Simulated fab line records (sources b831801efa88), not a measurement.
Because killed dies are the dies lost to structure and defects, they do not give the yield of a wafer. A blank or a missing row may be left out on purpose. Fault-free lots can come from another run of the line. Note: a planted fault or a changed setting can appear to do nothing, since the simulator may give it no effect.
Problem report, 8D (eight disciplines) form, completed by code | flow sky130 | the parts of the form that need people (team, actions taken, sign-off) are left out

## 1. PROBLEM STATEMENT
Wafers free of any fault read 2599 (standard deviation 19) for LDD_N_TW at SKY_LDD_N_TW_MEAS_17, against a mean of 2473 on 6 wafers of 2 lots. That is -6.6 standard deviations from the usual mean.
Earliest sighting: wafer L626.3 on film_metro-02 at day 22 04:40. The record has a number at this step for 33 wafers belonging to 11 lots. Rule for "out" (also "out of limits"): further than 4 standard deviations from the usual mean. Any other wafer with a number is counted as sound.

## 2. WHAT IT IS, AND WHAT IT ISN'T
question                    | is                     | is not
which readings at this step | LDD_N_TW               | -
which lots                  | L626, L628             | L615, L616, L617, L619, L625, L630, L632, L636, L637
which wafers of those lots  | all that have a number | -
read on which gauges        | film_metro-02          | film_metro-01, film_metro-04
when                        | from day 22 04:40      | up to then (15 sound wafers); but 12 sound wafers of L630, L632, L636, L637 came after

## 3. WHAT RULES OUT EACH SUSPECT
Counting: any tool at a process step up to the reading is kept as a suspect provided that every lot that is out went through it and no sound lot did after the first of them.
- the gauge at SKY_LDD_N_TW_MEAS_17 has been ruled out. All the wafers that are out were read on film_metro-02, but those of them that SKY_LDD_N_IMPLANT_09 has rows for are out there too, on other tools.
- implanter-01 at SKY_LDD_N_IMPLANT_09: kept. Every lot that is out went through it, starting with L626 (day 22 03:33), and after that it ran no sound lot; the last sound lot it ran before then is L616 (day 19 00:37). On those wafers its own readings are out: dose_ions_cm2, faraday_current_uA.
After counting, what remains is implanter-01 at SKY_LDD_N_IMPLANT_09.

## 4. THE CAUSE (what the simulator had put in)
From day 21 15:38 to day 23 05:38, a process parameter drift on implanter-01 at SKY_LDD_N_IMPLANT_09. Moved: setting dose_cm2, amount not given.
After counting, this tool was the only one left.

## 5. THE EFFECT CHAIN, in route order
Each row: a reading whose mean over the struck wafers that have a number lies more than 3 standard deviations from the usual. Readings are gone through only where the record gives a usual standard deviation; hours: the median, over the lots, of the time from a lot's start at the first step in this table giving one to that lot's start at this step; sigmas: the change measured in usual standard deviations.
hours | step                 | reading                  | usual     | on struck wafers | change     | sigmas
0     | SKY_LDD_N_IMPLANT_09 | dose_ions_cm2            | 7.501e+13 | 7.492e+12        | -6.752e+13 | -99 or more
0     | SKY_LDD_N_IMPLANT_09 | faraday_current_uA       | 421       | 42               | -379       | -46
1     | SKY_LDD_N_STRIP_16   | strip_time_to_endpoint_s | 4.312 s   | 4.157            | -0.155     | -9.7
1     | SKY_LDD_N_TW_MEAS_17 | LDD_N_TW                 | 2599      | 2473             | -126       | -6.6
Process steps it contains:
- SKY_LDD_N_IMPLANT_09
- SKY_LDD_N_STRIP_16: strips in O2/N2.

## 6. WHAT WOULD HAVE CAUGHT IT SOONER
13 hours passed between the start of the fault at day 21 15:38 and the first reading out of limits at a measuring or inspecting step in this record, taken at day 22 04:40.
The tool's own readings at SKY_LDD_N_IMPLANT_09 were out on every struck wafer that the step has a row for (dose_ions_cm2, faraday_current_uA): an alarm limit on them would have fired on the first of those.
Among the 2 lots that are out, L628 began SKY_LDD_N_IMPLANT_09 on implanter-01 after day 22 04:40. Putting the tool on hold at that point would have spared it.
